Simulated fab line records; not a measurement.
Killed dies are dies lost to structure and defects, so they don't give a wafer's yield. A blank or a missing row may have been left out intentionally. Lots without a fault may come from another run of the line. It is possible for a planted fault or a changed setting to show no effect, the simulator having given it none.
Which of the tools did it? :: flow sky130 :: 24 lots, 72 wafers sampled, at 3 steps of a route of 708

## WHAT THE GAUGES SHOWED, per wafer
SKY_VIA2_THK_MEAS_01.
lot: L074
measured: day 33 03:39
on: filmMetro-01
VIA2_HDPCVD_THK (nm): 1175 1169 1180

lot: L075
measured: day 33 04:22
on: filmMetro-04
VIA2_HDPCVD_THK (nm): 1184 1195 1197

lot: L076
measured: day 33 06:08
on: filmMetro-01
VIA2_HDPCVD_THK (nm): 1203 1189 1181

lot: L077
measured: day 33 07:34
on: filmMetro-04
VIA2_HDPCVD_THK (nm): 1199 1188 1167

lot: L078
measured: day 33 19:05
on: filmMetro-04
VIA2_HDPCVD_THK (nm): 1183 1184 1195

lot: L080
measured: day 34 04:25
on: filmMetro-01
VIA2_HDPCVD_THK (nm): 1190 1184 1176

lot: L079
measured: day 34 06:52
on: filmMetro-04
VIA2_HDPCVD_THK (nm): 1179 1175 1178

lot: L081
measured: day 34 19:16
on: filmMetro-04
VIA2_HDPCVD_THK (nm): 1169 1176 1191

lot: L082
measured: day 35 04:08
on: filmMetro-04
VIA2_HDPCVD_THK (nm): 1175 1175 1192

lot: L084
measured: day 35 06:38
on: filmMetro-04
VIA2_HDPCVD_THK (nm): 1190 1201 1203

lot: L083
measured: day 35 08:34
on: filmMetro-04
VIA2_HDPCVD_THK (nm): 1191 1192 1187

lot: L085
measured: day 35 14:37
on: filmMetro-03
VIA2_HDPCVD_THK (nm): 1183 1178 1189

lot: L086
measured: day 35 23:42
on: filmMetro-04
VIA2_HDPCVD_THK (nm): 1198 1174 1185

lot: L087
measured: day 36 07:46
on: filmMetro-03
VIA2_HDPCVD_THK (nm): 1172 1187 1181

lot: L088
measured: day 36 09:27
on: filmMetro-03
VIA2_HDPCVD_THK (nm): 1167 1170 1171

lot: L089
measured: day 36 18:24
on: filmMetro-03
VIA2_HDPCVD_THK (nm): 1177 1174 1154

lot: L090
measured: day 37 05:38
on: filmMetro-03
VIA2_HDPCVD_THK (nm): 1186 1175 1174

lot: L091
measured: day 37 13:52
on: filmMetro-03
VIA2_HDPCVD_THK (nm): 1179 1167 1146

lot: L094
measured: day 44 19:44
on: filmMetro-01
VIA2_HDPCVD_THK (nm): 1172 1187 1186

lot: L092
measured: day 44 22:57
on: filmMetro-01
VIA2_HDPCVD_THK (nm): 1192 1197 1179

lot: L093
measured: day 45 00:25
on: filmMetro-03
VIA2_HDPCVD_THK (nm): 1182 1168 1191

lot: L095
measured: day 45 01:54
on: filmMetro-03
VIA2_HDPCVD_THK (nm): 1193 1181 1208

lot: L096
measured: day 45 02:53
on: filmMetro-03
VIA2_HDPCVD_THK (nm): 1171 1186 1193

lot: L097
measured: day 45 03:37
on: filmMetro-04
VIA2_HDPCVD_THK (nm): 1191 1168 1186

## EACH LOT AND THE TOOL THAT RAN IT (in order: tool; ch and the chambers of the sampled wafers; start)
lot: L074
SKY_VIA1_STRIP_16: plasmaAsher-03 ch 0,1, day 31 22:53
SKY_METAL2_SPUTTER_03: pvdSputter-02, day 32 00:11

lot: L075
SKY_VIA1_STRIP_16: plasmaAsher-01 ch 0,1, day 31 23:34
SKY_METAL2_SPUTTER_03: pvdSputter-02, day 32 00:51

lot: L076
SKY_VIA1_STRIP_16: plasmaAsher-01 ch 0,1, day 32 01:55
SKY_METAL2_SPUTTER_03: pvdSputter-04, day 32 03:12

lot: L077
SKY_VIA1_STRIP_16: plasmaAsher-02 ch 0,1, day 32 02:34
SKY_METAL2_SPUTTER_03: pvdSputter-02, day 32 03:51

lot: L078
SKY_VIA1_STRIP_16: plasmaAsher-03 ch 0,1, day 32 15:35
SKY_METAL2_SPUTTER_03: pvdSputter-03, day 32 16:53

lot: L080
SKY_VIA1_STRIP_16: plasmaAsher-01 ch 0,1, day 32 23:47
SKY_METAL2_SPUTTER_03: pvdSputter-02, day 33 01:07

lot: L079
SKY_VIA1_STRIP_16: plasmaAsher-03 ch 0,1, day 33 01:53
SKY_METAL2_SPUTTER_03: pvdSputter-03, day 33 03:11

lot: L081
SKY_VIA1_STRIP_16: plasmaAsher-01 ch 0,1, day 33 13:59
SKY_METAL2_SPUTTER_03: pvdSputter-03, day 33 15:19

lot: L082
SKY_VIA1_STRIP_16: plasmaAsher-01 ch 0,1, day 33 22:19
SKY_METAL2_SPUTTER_03: pvdSputter-03, day 33 23:36

lot: L084
SKY_VIA1_STRIP_16: plasmaAsher-01 ch 0,1, day 34 01:49
SKY_METAL2_SPUTTER_03: pvdSputter-03, day 34 03:06

lot: L083
SKY_VIA1_STRIP_16: plasmaAsher-03 ch 0,1, day 34 02:56
SKY_METAL2_SPUTTER_03: pvdSputter-02, day 34 04:14

lot: L085
SKY_VIA1_STRIP_16: plasmaAsher-01 ch 0,1, day 34 08:10
SKY_METAL2_SPUTTER_03: pvdSputter-02, day 34 09:27

lot: L086
SKY_VIA1_STRIP_16: plasmaAsher-02 ch 0,1, day 34 17:41
SKY_METAL2_SPUTTER_03: pvdSputter-02, day 34 18:59

lot: L087
SKY_VIA1_STRIP_16: plasmaAsher-01 ch 0,1, day 35 01:59
SKY_METAL2_SPUTTER_03: pvdSputter-02, day 35 03:19

lot: L088
SKY_VIA1_STRIP_16: plasmaAsher-01 ch 0,1, day 35 03:41
SKY_METAL2_SPUTTER_03: pvdSputter-03, day 35 04:59

lot: L089
SKY_VIA1_STRIP_16: plasmaAsher-01 ch 0,1, day 35 13:47
SKY_METAL2_SPUTTER_03: pvdSputter-02, day 35 15:05

lot: L090
SKY_VIA1_STRIP_16: plasmaAsher-02 ch 0,1, day 36 01:56
SKY_METAL2_SPUTTER_03: pvdSputter-04, day 36 03:14

lot: L091
SKY_VIA1_STRIP_16: plasmaAsher-02 ch 0, day 36 08:32
SKY_METAL2_SPUTTER_03: pvdSputter-02, day 36 10:16

lot: L094
SKY_VIA1_STRIP_16: plasmaAsher-03 ch 0,1, day 43 19:49
SKY_METAL2_SPUTTER_03: pvdSputter-02, day 43 21:13

lot: L092
SKY_VIA1_STRIP_16: plasmaAsher-02 ch 1, day 43 23:47
SKY_METAL2_SPUTTER_03: pvdSputter-02, day 44 01:05

lot: L093
SKY_VIA1_STRIP_16: plasmaAsher-01 ch 0,1, day 44 01:17
SKY_METAL2_SPUTTER_03: pvdSputter-03, day 44 02:37

lot: L095
SKY_VIA1_STRIP_16: plasmaAsher-02 ch 0,1, day 44 02:26
SKY_METAL2_SPUTTER_03: pvdSputter-03, day 44 03:45

lot: L096
SKY_VIA1_STRIP_16: plasmaAsher-02 ch 0,1, day 44 03:08
SKY_METAL2_SPUTTER_03: pvdSputter-02, day 44 04:35

lot: L097
SKY_VIA1_STRIP_16: plasmaAsher-02 ch 0,1, day 44 03:47
SKY_METAL2_SPUTTER_03: pvdSputter-03, day 44 05:05
- SKY_VIA1_STRIP_16: strips in O2/N2.
- SKY_METAL2_SPUTTER_03: material Ti, target thk 5 nm, time 3.3 s.

## WHAT THE TOOLS THEMSELVES READ (means of the sampled wafers that have a number; where no wafer has one, the mark that the record gives instead)
SKY_VIA1_STRIP_16.
lot: L074
tool: plasmaAsher-03
drypumpMotorCurrentA (A): 5.9
oesProductAu (a.u.): 0.418
stripTimeToEndpointS (s): 4.484

lot: L075
tool: plasmaAsher-01
drypumpMotorCurrentA (A): 5.8
oesProductAu (a.u.): 0.416
stripTimeToEndpointS (s): 4.458

lot: L076
tool: plasmaAsher-01
drypumpMotorCurrentA (A): 5.5
oesProductAu (a.u.): 0.419
stripTimeToEndpointS (s): 4.457

lot: L077
tool: plasmaAsher-02
drypumpMotorCurrentA (A): 6.0
oesProductAu (a.u.): 0.418
stripTimeToEndpointS (s): 4.473

lot: L078
tool: plasmaAsher-03
drypumpMotorCurrentA (A): 5.9
oesProductAu (a.u.): 0.416
stripTimeToEndpointS (s): 4.490

lot: L080
tool: plasmaAsher-01
drypumpMotorCurrentA (A): 5.7
oesProductAu (a.u.): 0.415
stripTimeToEndpointS (s): 4.462

lot: L079
tool: plasmaAsher-03
drypumpMotorCurrentA (A): 6.1
oesProductAu (a.u.): 0.412
stripTimeToEndpointS (s): 4.462

lot: L081
tool: plasmaAsher-01
drypumpMotorCurrentA (A): 5.5
oesProductAu (a.u.): 0.418
stripTimeToEndpointS (s): 4.477

lot: L082
tool: plasmaAsher-01
drypumpMotorCurrentA (A): 5.6
oesProductAu (a.u.): 0.415
stripTimeToEndpointS (s): 4.479

lot: L084
tool: plasmaAsher-01
drypumpMotorCurrentA (A): 5.6
oesProductAu (a.u.): 0.417
stripTimeToEndpointS (s): 4.483

lot: L083
tool: plasmaAsher-03
drypumpMotorCurrentA (A): 5.9
oesProductAu (a.u.): 0.417
stripTimeToEndpointS (s): 4.494

lot: L085
tool: plasmaAsher-01
drypumpMotorCurrentA (A): 5.8
oesProductAu (a.u.): 0.417
stripTimeToEndpointS (s): 4.479

lot: L086
tool: plasmaAsher-02
drypumpMotorCurrentA (A): 6.0
oesProductAu (a.u.): 0.420
stripTimeToEndpointS (s): 4.481

lot: L087
tool: plasmaAsher-01
drypumpMotorCurrentA (A): 5.5
oesProductAu (a.u.): 0.413
stripTimeToEndpointS (s): 4.448

lot: L088
tool: plasmaAsher-01
drypumpMotorCurrentA (A): 5.5
oesProductAu (a.u.): 0.415
stripTimeToEndpointS (s): 4.467

lot: L089
tool: plasmaAsher-01
drypumpMotorCurrentA (A): 5.8
oesProductAu (a.u.): 0.416
stripTimeToEndpointS (s): 4.453

lot: L090
tool: plasmaAsher-02
drypumpMotorCurrentA (A): 6.0
oesProductAu (a.u.): 0.418
stripTimeToEndpointS (s): 4.488

lot: L091
tool: plasmaAsher-02
drypumpMotorCurrentA (A): 6.0
oesProductAu (a.u.): 0.416
stripTimeToEndpointS (s): 4.428

lot: L094
tool: plasmaAsher-03
drypumpMotorCurrentA (A): 5.9
oesProductAu (a.u.): 0.417
stripTimeToEndpointS (s): 4.450

lot: L092
tool: plasmaAsher-02
drypumpMotorCurrentA (A): 6.0
oesProductAu (a.u.): 0.420
stripTimeToEndpointS (s): 4.496

lot: L093
tool: plasmaAsher-01
drypumpMotorCurrentA (A): 5.6
oesProductAu (a.u.): 0.419
stripTimeToEndpointS (s): 4.490

lot: L095
tool: plasmaAsher-02
drypumpMotorCurrentA (A): 6.0
oesProductAu (a.u.): 0.410
stripTimeToEndpointS (s): 4.460

lot: L096
tool: plasmaAsher-02
drypumpMotorCurrentA (A): 6.0
oesProductAu (a.u.): 0.418
stripTimeToEndpointS (s): 4.473

lot: L097
tool: plasmaAsher-02
drypumpMotorCurrentA (A): 6.0
oesProductAu (a.u.): 0.411
stripTimeToEndpointS (s): 4.441

SKY_METAL2_SPUTTER_03.
lot: L074
tool: pvdSputter-02
throttleValvePct (%): 29.7

lot: L075
tool: pvdSputter-02
throttleValvePct (%): 29.9

lot: L076
tool: pvdSputter-04
throttleValvePct (%): 29.4

lot: L077
tool: pvdSputter-02
throttleValvePct (%): 29.4

lot: L078
tool: pvdSputter-03
throttleValvePct (%): 29.3

lot: L080
tool: pvdSputter-02
throttleValvePct (%): 29.6

lot: L079
tool: pvdSputter-03
throttleValvePct (%): 29.4

lot: L081
tool: pvdSputter-03
throttleValvePct (%): 28.5

lot: L082
tool: pvdSputter-03
throttleValvePct (%): 29.1

lot: L084
tool: pvdSputter-03
throttleValvePct (%): 29.1

lot: L083
tool: pvdSputter-02
throttleValvePct (%): 29.5

lot: L085
tool: pvdSputter-02
throttleValvePct (%): 29.8

lot: L086
tool: pvdSputter-02
throttleValvePct (%): 29.9

lot: L087
tool: pvdSputter-02
throttleValvePct (%): 29.7

lot: L088
tool: pvdSputter-03
throttleValvePct (%): 29.4

lot: L089
tool: pvdSputter-02
throttleValvePct (%): 29.9

lot: L090
tool: pvdSputter-04
throttleValvePct (%): 29.8

lot: L091
tool: pvdSputter-02
throttleValvePct (%): 29.3

lot: L094
tool: pvdSputter-02
throttleValvePct (%): 29.6

lot: L092
tool: pvdSputter-02
throttleValvePct (%): 29.3

lot: L093
tool: pvdSputter-03
throttleValvePct (%): 29.4

lot: L095
tool: pvdSputter-03
throttleValvePct (%): 29.1

lot: L096
tool: pvdSputter-02
throttleValvePct (%): 29.6

lot: L097
tool: pvdSputter-03
throttleValvePct (%): 28.5

## THE ANSWER, worked out from the rows above alone
Rule: usual is defined by the lots themselves. Put in order of their means at a reading, lots are off if they are a third of the lots or fewer, leave a main group of 4 or more, and stand apart from it by a gap of 3 or more times the standard deviation of the main group's means; of several such gaps the widest counts. Not used: any main group whose means are identical at the precision the tables above print for the reading. A lot without any number at a reading at which 4 lots or more have one is off too. Where the step has rows for the other lots, those lots are counted as sound. Order of review: gauges by route order, followed by the tools' own readings, for which a lot's mean as printed above is used. The first step at which some lot is off is used, and at that step the reading that is off furthest; a lot without a number counts as furthest.
No lot is off at any reading shown: from this, nothing can be told.

## WHAT HAD BEEN PUT IN BY THE SIMULATOR
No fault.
